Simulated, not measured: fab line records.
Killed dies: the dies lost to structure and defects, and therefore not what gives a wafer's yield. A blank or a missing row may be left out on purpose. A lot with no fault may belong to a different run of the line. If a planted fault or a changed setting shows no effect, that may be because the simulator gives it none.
Which tool is to blame? | flow sky130 | 11 lots, 33 wafers sampled, at 4 steps of a route of 708

WHAT EACH GAUGE READ, for each wafer
SKY_CONTACT_OVL_MEAS_15.
lot  | measured     | on         | CONTACT_OVL (nm)
L216 | day 32 00:02 | overlay-02 | 1 2 4
L218 | day 32 05:40 | overlay-02 | 0 11 3
L219 | day 32 10:42 | overlay-02 | 3 2 3
L224 | day 34 01:39 | overlay-02 | -5 4 0
L225 | day 34 14:50 | overlay-02 | -4 8 0
L226 | day 35 05:37 | overlay-02 | -7 0 -9
L232 | day 36 22:34 | overlay-02 | -7 8 -1
L233 | day 37 02:41 | overlay-01 | 4 -7 4
L234 | day 37 09:51 | overlay-01 | 7 8 5
L236 | day 37 17:29 | overlay-02 | -3 -9 -9
L239 | day 38 17:05 | overlay-01 | 1 5 5

SKY_METAL1_RS_MEAS_05: uses a four-point probe to measure.
lot  | measured     | on            | METAL1_ALCU_RS (ohm/sq)
L216 | day 32 01:35 | film metro-04 | 0.1278 0.1295 0.1272
L218 | day 32 07:16 | film metro-03 | 0.1277 0.1272 0.1259
L219 | day 32 12:16 | film metro-03 | 0.1272 0.1271 0.1281
L224 | day 34 03:14 | film metro-03 | 0.1285 0.1256 0.1264 0.1286 0.1252 0.1262
L225 | day 34 16:26 | film metro-01 | 0.1281 0.1271 0.1273 0.1281 0.1271 0.1270
L226 | day 35 07:11 | film metro-01 | 0.1267 0.1276 0.1266
L232 | day 37 00:13 | film metro-03 | 0.1269 0.1271 0.1271
L233 | day 37 04:18 | film metro-03 | 0.1277 0.1273 0.1287
L234 | day 37 11:26 | film metro-04 | 0.1280 0.1290 0.1287
L236 | day 37 19:04 | film metro-04 | 0.1290 0.1283 0.1285
L239 | day 38 18:41 | film metro-04 | 0.1267 0.1272 0.1267

WHAT TOOL EACH LOT RAN ON (gives the tool, then ch and the chambers of the sampled wafers, and finally the start)
lot  | SKY_CONTACT_ETCH_16                | SKY_METAL1_SPUTTER_01
L216 | rie diel-04 ch 0,2,3, day 32 00:04 | pvd sputter-02, day 32 01:28
L218 | rie diel-04 ch 0,2,3, day 32 05:42 | pvd sputter-04, day 32 07:05
L219 | rie diel-01 ch 1,2, day 32 10:44   | pvd sputter-04, day 32 12:08
L224 | rie diel-03 ch 0,2,3, day 34 01:41 | pvd sputter-02, day 34 03:05
L225 | rie diel-03 ch 1,2,3, day 34 14:52 | pvd sputter-02, day 34 16:16
L226 | rie diel-01 ch 1,2,3, day 35 05:40 | pvd sputter-03, day 35 07:04
L232 | rie diel-04 ch 0,2,3, day 36 22:37 | pvd sputter-03, day 37 00:05
L233 | rie diel-01 ch 1,2,3, day 37 02:43 | pvd sputter-03, day 37 04:10
L234 | rie diel-04 ch 0,1,3, day 37 09:52 | pvd sputter-03, day 37 11:16
L236 | rie diel-03 ch 0,2,3, day 37 17:31 | pvd sputter-02, day 37 18:57
L239 | rie diel-03 ch 0,1,2, day 38 17:07 | pvd sputter-04, day 38 18:33
- SKY_CONTACT_ETCH_16: etches BARC in N2/H2, stops on SiO2, time 45.9 s, target depth 60 nm.
- SKY_METAL1_SPUTTER_01: material TiN, target thk 20 nm, time 16.7 s.

AS READ BY THE TOOLS THEMSELVES (means over the sampled wafers that have a number; for cases with no such wafer, the mark the record gives instead)
SKY_CONTACT_ETCH_16.
lot  | tool        | drypump motor current A (A) | oes product au (a.u.) | throttle valve pct (%)
L216 | rie diel-04 | 5.8                         | 0.853                 | 13.228
L218 | rie diel-04 | 5.7                         | 0.854                 | 13.228
L219 | rie diel-01 | 5.7                         | 0.854                 | 13.219
L224 | rie diel-03 | 5.9                         | 0.854                 | 13.228
L225 | rie diel-03 | 6.1                         | 0.856                 | 13.222
L226 | rie diel-01 | 5.7                         | 0.851                 | 13.228
L232 | rie diel-04 | 5.7                         | 0.858                 | 13.223
L233 | rie diel-01 | 5.7                         | 0.856                 | 13.234
L234 | rie diel-04 | 6.0                         | 0.860                 | 13.226
L236 | rie diel-03 | 5.9                         | 0.855                 | 13.226
L239 | rie diel-03 | 5.8                         | 0.852                 | 13.227

SKY_METAL1_SPUTTER_01.
lot  | tool           | throttle valve pct (%)
L216 | pvd sputter-02 | 28.7
L218 | pvd sputter-04 | 30.0
L219 | pvd sputter-04 | 29.7
L224 | pvd sputter-02 | 28.9
L225 | pvd sputter-02 | 28.6
L226 | pvd sputter-03 | 29.2
L232 | pvd sputter-03 | 29.5
L233 | pvd sputter-03 | 28.4
L234 | pvd sputter-03 | 30.2
L236 | pvd sputter-02 | 28.5
L239 | pvd sputter-04 | 30.2

THE ANSWER, worked out from the rows above alone
Rule: the usual values come from the lots themselves. Put in order of their means at a reading, lots are off if they are a third of the lots or fewer, leave a main group of 4 or more, and stand apart from it by a gap of 3 or more times the standard deviation of the main group's means; of several such gaps the widest counts. Not used: any main group whose means are identical at the precision the tables above print for the reading. A lot without any number at a reading at which 4 lots or more have one is off too. The other lots that the step has rows for count as sound. The gauges are gone through in route order, then the tools' own readings, and for those a lot's mean is taken as printed above. At the first step where some lot is off, the reading lying furthest off is the one used; lots without a number count as furthest.
Nothing can be told from this: no lot is off at any reading shown.

WHAT THE SIMULATOR HAD PUT IN
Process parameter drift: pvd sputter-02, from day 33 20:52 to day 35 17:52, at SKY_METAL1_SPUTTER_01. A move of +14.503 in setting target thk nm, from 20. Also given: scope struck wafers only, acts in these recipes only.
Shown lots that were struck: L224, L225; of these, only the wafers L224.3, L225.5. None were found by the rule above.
